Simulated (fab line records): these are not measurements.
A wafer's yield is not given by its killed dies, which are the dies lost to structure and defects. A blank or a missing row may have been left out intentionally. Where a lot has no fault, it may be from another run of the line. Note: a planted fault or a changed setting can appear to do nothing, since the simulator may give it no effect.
fab line records -- flow sky130
record lots=7, wafers=21, last-day=50
route steps=708 shown SONOS_TUNNEL@156 SONOS_ONO@168 PAD_OPEN@708
lots with no fault: from the same line, run without faults
start-h: start of the lot's first displayed wafer, in hours after the record's first day -- wait-h: how many hours have passed since the lot's step before this one -- " identical to the entry in the row above -- L1.1+2: one row covering several wafers at once -- - no value, or no start given -- * or withheld: withheld -- < > ~ a bound
route shown NAME@n: names a module that has steps shown in the file, with the first one's number in the route -- usual: mean/standard deviation of fault-free wafers -- same: alike in all rows -- chamber/n: place in a boat -- sites: readings site by site -- _std_site: standard deviation of those values -- _edge_site: the outer-site mean with the inner-site mean subtracted -- radius-mm: for every site, how far away it sits from the centre of the wafer -- mask NAME#n: copy n -- behind: the tool/chamber that last shaped the wafer -- hold: reason for holding the lot/hours on hold/outcome of the hold -- device: the n, p or np transistor that did not switch -- end of line: tests run on the same wafers once the route is complete -- where a step has no rows: the recipe by itself -- killed: dies lost to structure and defects at the first sort, not the wafer's yield -- map: a wafer's dies, marking killed ones x, the rest . and places with no die _
set.NAME: the setting the step ran with; set.NAME@STEP: the setting that earlier step ran with -- model.NAME: the simulator's own value behind a step, which no gauge read
certain route steps with their lots: each step a table, each wafer a row
services: when a tool's chamber went out of use (start-h, in hours from the record's first day, below 0 if earlier), for how many hours, and the reason
## steps
# step SKY_SONOS_TUNNEL_COAT_02
# recipe resist=NOVOLAK, spin-rpm=3000, resist-thk-nm=1140
# step SKY_SONOS_TUNNEL_SOFTBAKE_03
# recipe temp-c=90, time-s=60, resist=NOVOLAK
# step SKY_SONOS_TUNNEL_EXPOSE_04
# recipe mask-id=TUNM, na=0.6, source-shape=conventional, sigma-outer=0.6, polarization=unpolarized, target-cd-nm=410, dose-mj=136
# step SKY_SONOS_TUNNEL_PEB_05
# recipe temp-c=withheld, time-s=*, resist=NOVOLAK
# step SKY_SONOS_TUNNEL_DEVELOP_06
# recipe resist=NOVOLAK, developer=TMAH, develop-time-s=60, dev-temp-c=23
# step SKY_SONOS_TUNNEL_CD_MEAS_07
# recipe target-cd-nm=410
# usual cd-nm=410.0/2.3
lot.wafer,tool,chamber,start-h,wait-h,cd-nm
L777.2,cd-sem-02,-,254.04,0.1,408.7
L777.4,cd-sem-02,-,254.04,0.1,410.4
L777.5,cd-sem-02,-,254.04,0.1,411.2
L779.2,cd-sem-02,-,282.07,0.1,407.8
L779.3,cd-sem-02,-,282.07,0.1,409.0
L779.5,cd-sem-02,-,282.07,0.1,410.9
L780.1,cd-sem-01,-,282.35,0.1,410.1
L780.2,cd-sem-01,-,282.35,0.1,409.8
L780.3,cd-sem-01,-,282.35,0.1,409.3
L781.2,cd-sem-02,-,284.89,0.1,413.2
L781.4,cd-sem-02,-,284.89,0.1,413.3
L781.5,cd-sem-02,-,284.89,0.1,410.2
L786.1,cd-sem-02,-,326.02,0.1,411.0
L786.5,cd-sem-02,-,326.02,0.1,409.9
L786.6,cd-sem-02,-,326.02,0.1,409.4
L795.1,cd-sem-02,-,392.02,0.1,411.4
L795.5,cd-sem-02,-,392.02,0.1,409.1
L795.6,cd-sem-02,-,392.02,0.1,411.5
L797.2,cd-sem-02,-,406.34,0.1,408.7
L797.3,cd-sem-02,-,406.34,0.1,411.0
L797.6,cd-sem-02,-,406.34,0.1,411.0
# step SKY_SONOS_TUNNEL_OVL_MEAS_08
# usual SONOS_TUNNEL_OVL=0.5/1.3
lot.wafer,tool,chamber,start-h,wait-h,SONOS_TUNNEL_OVL[nm]
L777.2,overlay-02,-,254.15,0.1,0.9
L777.4,overlay-02,-,254.15,0.1,-0.3
L777.5,overlay-02,-,254.15,0.1,2.3
L779.2,overlay-01,-,282.18,0.1,-2.6
L779.3,overlay-01,-,282.18,0.1,-0.5
L779.5,overlay-01,-,282.18,0.1,-0.3
L780.1,overlay-02,-,282.47,0.1,-1.9
L780.2,overlay-02,-,282.47,0.1,0.0
L780.3,overlay-02,-,282.47,0.1,-3.2
L781.2,overlay-01,-,285.00,0.1,0.7
L781.4,overlay-01,-,285.00,0.1,-1.5
L781.5,overlay-01,-,285.00,0.1,-0.1
L786.1,overlay-02,-,326.14,0.1,0.7
L786.5,overlay-02,-,326.14,0.1,0.4
L786.6,overlay-02,-,326.14,0.1,-0.1
L795.1,overlay-02,-,392.14,0.1,-0.6
L795.5,overlay-02,-,392.14,0.1,-0.1
L795.6,overlay-02,-,392.14,0.1,2.8
L797.2,overlay-02,-,406.45,0.1,-0.7
L797.3,overlay-02,-,406.45,0.1,-1.0
L797.6,overlay-02,-,406.45,0.1,1.5
# step SKY_SONOS_TUNNEL_IMPLANT_09
# recipe species=B, energy-kev=20, dose-cm2=1e+12, tilt-deg=withheld
# step SKY_SONOS_TUNNEL_WET_ETCH_10
# recipe chemistry=dHF, target-depth-nm=14, target=SiO2, dilution=100:1, temp-c=25, time-s=280
# step SKY_SONOS_TUNNEL_STRIP_11
# recipe chemistry=SPM, time-s=600, temp-c=130
# step SKY_SONOS_TUNNEL_TW_MEAS_12
# usual SONOS_TUNNEL_TW=199.0/1.2
lot.wafer,tool,chamber,start-h,wait-h,SONOS_TUNNEL_TW
L777.2,film-metro-04,-,254.60,0.0,199.8
L777.4,film-metro-04,-,254.60,0.0,200.0
L777.5,film-metro-04,-,254.60,0.0,200.4
L779.2,film-metro-03,-,282.65,0.0,197.8
L779.3,film-metro-03,-,282.65,0.0,198.3
L779.5,film-metro-03,-,282.65,0.0,198.3
L780.1,film-metro-04,-,282.94,0.0,199.3
L780.2,film-metro-04,-,282.94,0.0,199.0
L780.3,film-metro-04,-,282.94,0.0,198.0
L781.2,film-metro-04,-,285.46,0.0,198.6
L781.4,film-metro-04,-,285.46,0.0,197.9
L781.5,film-metro-04,-,285.46,0.0,199.1
L786.1,film-metro-04,-,326.60,0.0,199.4
L786.5,film-metro-04,-,326.60,0.0,200.9
L786.6,film-metro-04,-,326.60,0.0,199.1
L795.1,film-metro-04,-,392.75,0.0,200.2
L795.5,film-metro-04,-,392.75,0.0,198.8
L795.6,film-metro-04,-,392.75,0.0,200.1
L797.2,film-metro-03,-,406.90,0.0,194.0
L797.3,film-metro-03,-,406.90,0.0,196.1
L797.6,film-metro-03,-,406.90,0.0,195.6
# step SKY_SONOS_TUNNEL_CLEAN_13
# recipe chemistry=dHF, time-s=20, dilution=100:1, dry=ipa-marangoni
# step SKY_SONOS_ONO_OXIDATION_00
# recipe temp-c=800, ambient=O2, idle-temp-c=700, ramp-up-c-per-min=10, ramp-down-c-per-min=3, stabilise-s=600, purge-s=300, target-thk-a=26, ox-time-s=1249
# usual spike-tc-bottom-C=819.9/2.3, spike-tc-centre-C=800.2/1.3, spike-tc-lower-C=801.0/1.6, spike-tc-top-C=813/4, spike-tc-upper-C=799.6/1.2, tube-center-temp-C=800/0.076, tube_center_temp_C_max=802.0/0.33
lot.wafer,tool,chamber,start-h,wait-h,spike-tc-bottom-C,spike-tc-centre-C,spike-tc-lower-C,spike-tc-top-C,spike-tc-upper-C,tube-center-temp-C,tube_center_temp_C_max,model.SiO2_of_SONOS_ONO_OXIDATION_00.thk-nm
L777.2,furnace-01,0,255.05,0.4,816.9,798.2,803.2,816,800.3,799.98,801.9,2.543
L777.4,furnace-01,0,255.05,0.4,818.2,798.1,799.3,817,797.7,800.03,802.1,2.533
L777.5,furnace-01,0,255.05,0.4,816.7,799.7,798.7,817,798.2,799.9,802.1,2.526
L779.2,furnace-01,0,283.73,1.0,787.0,771.1,769.4,787,769.2,770.46,772.7,1.628
L779.3,furnace-01,0,283.73,1.0,789.4,769.3,769.5,787,770.1,770.34,772.4,1.611
L779.5,furnace-01,0,283.73,1.0,787.8,770.4,769.6,788,770.2,770.52,772.4,1.669
L780.1,furnace-01,0,283.73,0.7,790.2,770.8,770.0,788,769.2,770.46,772.7,1.689
L780.2,furnace-01,0,283.73,0.7,789.1,770.3,771.6,790,769.2,770.28,771.9,1.708
L780.3,furnace-01,0,283.73,0.7,788.3,770.6,769.8,788,770.6,770.37,772.1,1.689
L781.2,furnace-01,0,286.25,0.7,787.4,769.1,770.9,789,769.1,770.43,772.3,1.657
L781.4,furnace-01,0,286.25,0.7,789.3,770.0,772.0,788,768.7,770.36,772.6,1.643
L781.5,furnace-01,0,286.25,0.7,787.7,770.0,770.6,789,769.8,770.49,773.0,1.682
L786.1,furnace-02,0,326.67,0.0,821.5,800.9,802.1,809,799.1,799.89,801.7,2.575
L786.5,furnace-02,0,326.67,0.0,821.3,800.7,804.7,809,798.1,800,802.2,2.625
L786.6,furnace-02,0,326.67,0.0,821.7,800.3,801.7,811,800.9,799.97,801.5,2.606
L795.1,furnace-01,0,393.24,0.4,817.7,799.5,799.0,817,796.6,800.01,801.8,2.598
L795.5,furnace-01,0,393.24,0.4,816.8,798.2,798.5,816,797.5,799.98,802.4,2.632
L795.6,furnace-01,0,393.24,0.4,817.1,799.0,799.9,818,799.9,800.01,801.9,2.633
L797.2,furnace-02,0,406.99,0.0,822.6,800.7,803.1,809,799.0,799.95,801.9,2.595
L797.3,furnace-02,0,406.99,0.0,822.8,802.7,802.5,808,799.7,800,802.4,2.589
L797.6,furnace-02,0,406.99,0.0,821.0,801.9,800.8,810,800.1,800.05,801.8,2.617
# step SKY_SONOS_ONO_THK_MEAS_01
# recipe reads=SiO2_of_SONOS_ONO_OXIDATION_00
# usual SONOS_ONO_OXIDATION_THK=2.60/0.055
lot.wafer,tool,chamber,start-h,wait-h,SONOS_ONO_OXIDATION_THK[nm]
L777.2,film-metro-04,-,256.40,0.0,2.55
L777.4,film-metro-04,-,256.40,0.0,2.56
L777.5,film-metro-04,-,256.40,0.0,2.53
L780.1,film-metro-04,-,285.08,0.0,1.67
L780.2,film-metro-04,-,285.08,0.0,1.68
L780.3,film-metro-04,-,285.08,0.0,1.66
L779.2,film-metro-01,-,285.09,0.0,1.61
L779.3,film-metro-01,-,285.09,0.0,1.55
L779.5,film-metro-01,-,285.09,0.0,1.67
L781.2,film-metro-03,-,287.61,0.0,1.69
L781.4,film-metro-03,-,287.61,0.0,1.62
L781.5,film-metro-03,-,287.61,0.0,1.63
L786.1,film-metro-03,-,328.02,0.0,2.56
L786.5,film-metro-03,-,328.02,0.0,2.64
L786.6,film-metro-03,-,328.02,0.0,2.66
L795.1,film-metro-01,-,394.59,0.0,2.60
L795.5,film-metro-01,-,394.59,0.0,2.60
L795.6,film-metro-01,-,394.59,0.0,2.61
L797.2,film-metro-03,-,408.35,0.0,2.59
L797.3,film-metro-03,-,408.35,0.0,2.61
L797.6,film-metro-03,-,408.35,0.0,2.63
# step SKY_SONOS_ONO_CVD_02
# recipe material=Si3N4, precursor=DCS/NH3, target-thk-nm=10.5, temp-c=770, time-s=180, pressure-mtorr=250
# step SKY_PAD_OPEN_PROBE_99
# usual killed_at_M0_to_M3=44/6.8, killed_at_M4_up=2.9/1.7, killed-at-contacts=24/5.2, killed-at-front-end=15/4, killed-at-other=0.2/0.44, killed-dies=86/9.9, killed-on-rim=17/3.7, killed-open=47/7.9, killed-short=39/6.3
# same gross-dies=492, killed-at-back-side=0
lot.wafer,tool,chamber,start-h,wait-h,killed_at_M0_to_M3,killed_at_M4_up,killed-at-contacts,killed-at-front-end,killed-at-other,killed-dies,killed-on-rim,killed-open,killed-short,model.etest.sonos-erased.drive-ua-um,model.etest.sonos-uncharged.r-on-ohm-um,model.etest.cap-ono.gate-log10-a-cm2,model.etest.cap-ono.gate-bv-v,model.etest.cap-ono.tox-acc-nm,model.etest.pfet-g5v0d10v5.off-log10-a-um,model.etest.sonos-erased.vt-v,model.etest.sonos-baked.vt-less-v
L777.2,prober-01,-,1082.53,0.1,41,1,18,19,0,79,19,41,36,204.7,806,-7.863,16.32,12.86,-12.57,-2.337,-0.5371
L777.4,prober-01,-,1082.63,0.2,45,2,25,22,0,94,22,52,34,226.7,777.6,-7.677,16.18,12.59,-12.5,-2.427,-0.5011
L777.5,prober-01,-,1082.68,0.2,53,3,23,18,0,97,19,49,48,187.8,793.2,-7.818,16.28,12.76,-12.87,-2.356,-0.5077
L779.2,prober-01,-,1097.60,0.1,41,4,25,13,1,84,16,50,34,253.8,773.4,-7.159,15.53,12.21,-11.77,-2.637,-0.7909
L779.3,prober-01,-,1097.65,0.2,36,2,15,13,0,66,17,30,36,194,790,-6.97,15.93,12.17,-11.61,-2.579,-0.8619
L779.5,prober-01,-,1097.75,0.2,45,4,23,21,0,93,20,53,40,219,795.6,-7.051,15.69,12.23,-11.7,-2.599,-0.8361
L780.1,prober-02,-,1105.18,0.1,37,2,32,17,0,88,25,41,47,231.2,770.5,-6.71,15.38,11.93,-11.7,-2.673,-0.7975
L780.2,prober-02,-,1105.23,0.1,37,6,28,18,0,89,20,48,41,211.3,787.7,-6.886,15.54,12.08,-11.8,-2.626,-0.8043
L780.3,prober-02,-,1105.28,0.2,41,4,16,22,0,83,12,47,35,240.4,766.6,-6.729,15.7,11.95,-11.85,-2.685,-0.8538
L781.2,prober-01,-,1107.07,0.1,36,4,21,14,0,75,15,52,23,241.5,780.3,-6.62,15.47,11.8,-12.66,-2.708,-0.895
L781.4,prober-01,-,1107.17,0.2,44,1,31,17,0,93,25,59,32,242.1,754.9,-6.446,15.28,11.73,-12,-2.729,-0.9742
L781.5,prober-01,-,1107.22,0.2,40,2,23,15,1,81,17,45,36,266.6,768.3,-6.669,15.73,11.89,-12.06,-2.715,-0.842
L786.1,prober-02,-,1138.79,0.1,46,4,28,17,0,95,22,52,43,200,813.6,-8.042,16.62,13.01,-12.76,-2.273,-0.4895
L786.5,prober-02,-,1138.99,0.2,45,4,33,18,0,100,20,46,53,177.3,814.1,-7.927,16.71,12.94,-12.86,-2.255,-0.5002
L786.6,prober-02,-,1139.04,0.2,44,0,21,19,0,84,14,44,40,179.6,800.1,-7.95,16.63,12.89,-12.62,-2.279,-0.4488
L795.1,prober-01,-,1178.43,0.1,52,2,25,15,1,95,20,48,46,201.9,798,-8.01,16.25,12.95,-12.54,-2.282,-0.4828
L795.5,prober-01,-,1178.63,0.2,43,0,22,15,0,80,16,37,43,202.2,809.5,-8.061,16.21,12.92,-13.15,-2.263,-0.5006
L795.6,prober-01,-,1178.68,0.2,33,5,21,10,0,69,16,41,28,195.7,790.8,-7.864,16.91,12.86,-12.92,-2.305,-0.452
L797.2,prober-01,-,1190.35,0.1,51,1,19,20,0,91,19,50,41,202.2,805.8,-7.962,16.49,12.87,-12.74,-2.313,-0.5054
L797.3,prober-01,-,1190.40,0.2,41,3,22,15,0,81,9,43,38,218.6,814.6,-8.158,16.8,13.01,-12.91,-2.285,-0.4825
L797.6,prober-01,-,1190.55,0.2,46,2,25,22,1,96,13,49,47,196.5,818.9,-8.059,16.89,12.91,-12.6,-2.264,-0.4975
# killed by level:class
L777.2 VIA1:geometric-particle:open=10 VIA1:geometric-particle:short=7 LI_CONTACT:geometric-particle:open=6 CONTACT:geometric-particle:open=6 VIA3:geometric-particle:open=6 METAL1:geometric-particle:short=5 VIA2:geometric-particle:open=5 FIELD_ISO:geometric-particle:open=4
L777.4 VIA1:geometric-particle:open=14 CONTACT:geometric-particle:open=10 CONTACT:geometric-particle:short=6 VIA1:geometric-particle:short=6 LI_CONTACT:geometric-particle:open=5 METAL2:geometric-particle:open=5 SD_N:coat-microbubble-printed=5 FIELD_ISO:geometric-particle:open=4
L777.5 VIA1:geometric-particle:open=12 METAL1:geometric-particle:short=8 LI_CONTACT:geometric-particle:open=7 METAL2:geometric-particle:short=7 CONTACT:geometric-particle:open=6 VIA3:geometric-particle:open=6 CONTACT:geometric-particle:short=5 FIELD_ISO:geometric-particle:open=4
L779.2 CONTACT:geometric-particle:open=14 VIA3:geometric-particle:open=11 VIA2:geometric-particle:open=7 METAL1:geometric-particle:short=7 METAL2:geometric-particle:short=7 LOCAL_INTERCONNECT:geometric-particle:short=5 FIELD_ISO:geometric-particle:open=4 FIELD_ISO:geometric-particle:short=3
L779.3 VIA1:geometric-particle:open=6 VIA3:geometric-particle:open=6 CONTACT:geometric-particle:open=5 VIA3:geometric-particle:short=5 FIELD_ISO:geometric-particle:short=4 LI_CONTACT:geometric-particle:short=4 METAL1:geometric-particle:short=4 METAL2:geometric-particle:short=4
L779.5 CONTACT:geometric-particle:open=9 VIA3:geometric-particle:open=9 LI_CONTACT:geometric-particle:open=8 METAL2:geometric-particle:short=8 VIA1:geometric-particle:open=6 VIA2:geometric-particle:open=6 FIELD_ISO:geometric-particle:open=5 FIELD_ISO:geometric-particle:short=4
L780.1 CONTACT:geometric-particle:open=13 VIA2:geometric-particle:open=6 LI_CONTACT:geometric-particle:short=6 LI_CONTACT:geometric-particle:open=6 METAL1:geometric-particle:short=6 METAL2:geometric-particle:short=6 FIELD_ISO:geometric-particle:short=5 POLY_GATE:geometric-particle:short=5
L780.2 VIA1:geometric-particle:open=13 CONTACT:geometric-particle:open=10 LI_CONTACT:geometric-particle:open=7 VIA2:geometric-particle:open=5 METAL4:geometric-particle:short=5 FIELD_ISO:geometric-particle:short=4 LI_CONTACT:geometric-particle:short=4 CONTACT:geometric-particle:short=4
L780.3 VIA2:geometric-particle:open=9 POLY_GATE:geometric-particle:open=9 CONTACT:geometric-particle:open=8 METAL1:geometric-particle:short=7 VIA1:geometric-particle:open=7 FIELD_ISO:geometric-particle:short=4 LI_CONTACT:geometric-particle:open=4 METAL3:geometric-particle:short=4
L781.2 VIA1:geometric-particle:open=10 VIA3:geometric-particle:open=10 LI_CONTACT:geometric-particle:open=7 FIELD_ISO:geometric-particle:open=6 CONTACT:geometric-particle:open=6 VIA2:geometric-particle:open=5 LI_CONTACT:geometric-particle:short=3 CONTACT:geometric-particle:short=3
L781.4 VIA1:geometric-particle:open=12 CONTACT:geometric-particle:open=10 LI_CONTACT:geometric-particle:open=9 VIA3:geometric-particle:open=8 FIELD_ISO:geometric-particle:open=7 METAL1:geometric-particle:short=7 CONTACT:geometric-particle:short=5 FIELD_ISO:geometric-particle:short=4
L781.5 CONTACT:geometric-particle:open=11 VIA1:geometric-particle:open=10 VIA1:geometric-particle:short=6 LI_CONTACT:geometric-particle:open=6 VIA2:geometric-particle:open=6 METAL1:geometric-particle:short=5 METAL2:geometric-particle:short=4 FIELD_ISO:geometric-particle:short=3
L786.1 VIA1:geometric-particle:open=13 VIA3:geometric-particle:open=11 CONTACT:geometric-particle:open=10 VIA1:geometric-particle:short=10 LOCAL_INTERCONNECT:geometric-particle:short=8 FIELD_ISO:geometric-particle:open=5 FIELD_ISO:geometric-particle:short=4 LI_CONTACT:geometric-particle:open=4
L786.5 VIA1:geometric-particle:open=16 LOCAL_INTERCONNECT:geometric-particle:short=9 LI_CONTACT:geometric-particle:short=8 LI_CONTACT:geometric-particle:open=7 VIA2:geometric-particle:open=7 VIA1:geometric-particle:short=6 CONTACT:geometric-particle:open=5 METAL1:geometric-particle:short=5
L786.6 CONTACT:geometric-particle:open=9 VIA1:geometric-particle:open=9 METAL1:geometric-particle:short=7 POLY_GATE:geometric-particle:open=5 POLY_GATE:geometric-particle:short=5 LOCAL_INTERCONNECT:geometric-particle:short=5 LI_CONTACT:geometric-particle:open=5 METAL2:geometric-particle:short=5
L795.1 METAL2:geometric-particle:short=9 FIELD_ISO:geometric-particle:open=8 VIA1:geometric-particle:open=8 VIA1:geometric-particle:short=8 CONTACT:geometric-particle:open=7 CONTACT:geometric-particle:short=6 VIA2:geometric-particle:open=6 LI_CONTACT:geometric-particle:open=5
L795.5 VIA1:geometric-particle:open=11 VIA1:geometric-particle:short=7 METAL2:geometric-particle:short=6 VIA3:geometric-particle:open=6 FIELD_ISO:geometric-particle:short=5 CONTACT:geometric-particle:short=5 CONTACT:geometric-particle:open=5 METAL3:geometric-particle:short=5
L795.6 VIA1:geometric-particle:open=10 CONTACT:geometric-particle:open=7 LI_CONTACT:geometric-particle:open=5 FIELD_ISO:geometric-particle:open=4 METAL1:geometric-particle:short=4 CONTACT:geometric-particle:short=4 LOCAL_INTERCONNECT:geometric-particle:short=3 VIA1:geometric-particle:short=3
L797.2 VIA1:geometric-particle:open=13 FIELD_ISO:geometric-particle:open=8 VIA2:geometric-particle:open=8 LI_CONTACT:geometric-particle:open=7 VIA3:geometric-particle:short=7 CONTACT:geometric-particle:open=7 POLY_GATE:geometric-particle:short=6 VIA1:geometric-particle:short=5
L797.3 VIA3:geometric-particle:open=10 LI_CONTACT:geometric-particle:open=8 VIA3:geometric-particle:short=7 VIA1:geometric-particle:open=6 POLY_GATE:geometric-particle:short=5 POLY_GATE:geometric-particle:open=5 CONTACT:geometric-particle:open=5 VIA1:geometric-particle:short=5
L797.6 CONTACT:geometric-particle:open=10 VIA3:geometric-particle:open=9 POLY_GATE:geometric-particle:open=7 VIA2:geometric-particle:short=7 FIELD_ISO:geometric-particle:short=6 METAL1:geometric-particle:short=6 VIA1:geometric-particle:open=6 VIA2:geometric-particle:open=6
## services
tool,chamber,start-h,hours,kind
furnace-01,-,259.05,3.6,pm
furnace-02,-,263.00,5.5,pm
furnace-02,-,291.45,2.9,pm
furnace-01,-,295.39,1.8,pm
furnace-01,-,302.65,3.5,pm
## key
first-sign step=SKY_SONOS_ONO_OXIDATION_00, reading=tube-center-temp-C, direction=down, sigmas=99+, usual=*, struck=*
effect step=SKY_SONOS_ONO_OXIDATION_00, reading=tube_center_temp_C_max, direction=down, sigmas=88, usual=*, struck=*
effect step=SKY_SONOS_ONO_THK_MEAS_01, reading=SONOS_ONO_OXIDATION_THK, direction=down, sigmas=17, usual=2.60, struck=1.64
model-effect step=SKY_SONOS_ONO_OXIDATION_00, value=SiO2_of_SONOS_ONO_OXIDATION_00.thk-nm, without=2.598, struck=1.664
model-effect step=SKY_PAD_OPEN_PROBE_99, value=etest.sonos-erased.drive-ua-um, without=182.8, struck=233.3
met-at SKY_SONOS_ONO_OXIDATION_00
struck-wafers L779.2,L779.3,L779.5,L780.1,L780.2,L780.3,L781.2,L781.4,L781.5
tester-left-out L779,L780,L781
fault kind=process-parameter-drift, tool=furnace-01, chamber=-, onset-h=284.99, steps=SKY_SONOS_ONO_OXIDATION_00, channel=temp-c, offset=*, shape=step, end-h=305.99, acts-in=*, stated=*
# tester-left-out: of these lots the tester's yield and bins aren't shown, on N5 and GAA mostly nor the transistor test; their killed dies are dies lost to structure and defects alone, not to doping, threshold or leakage, so they don't give the yield
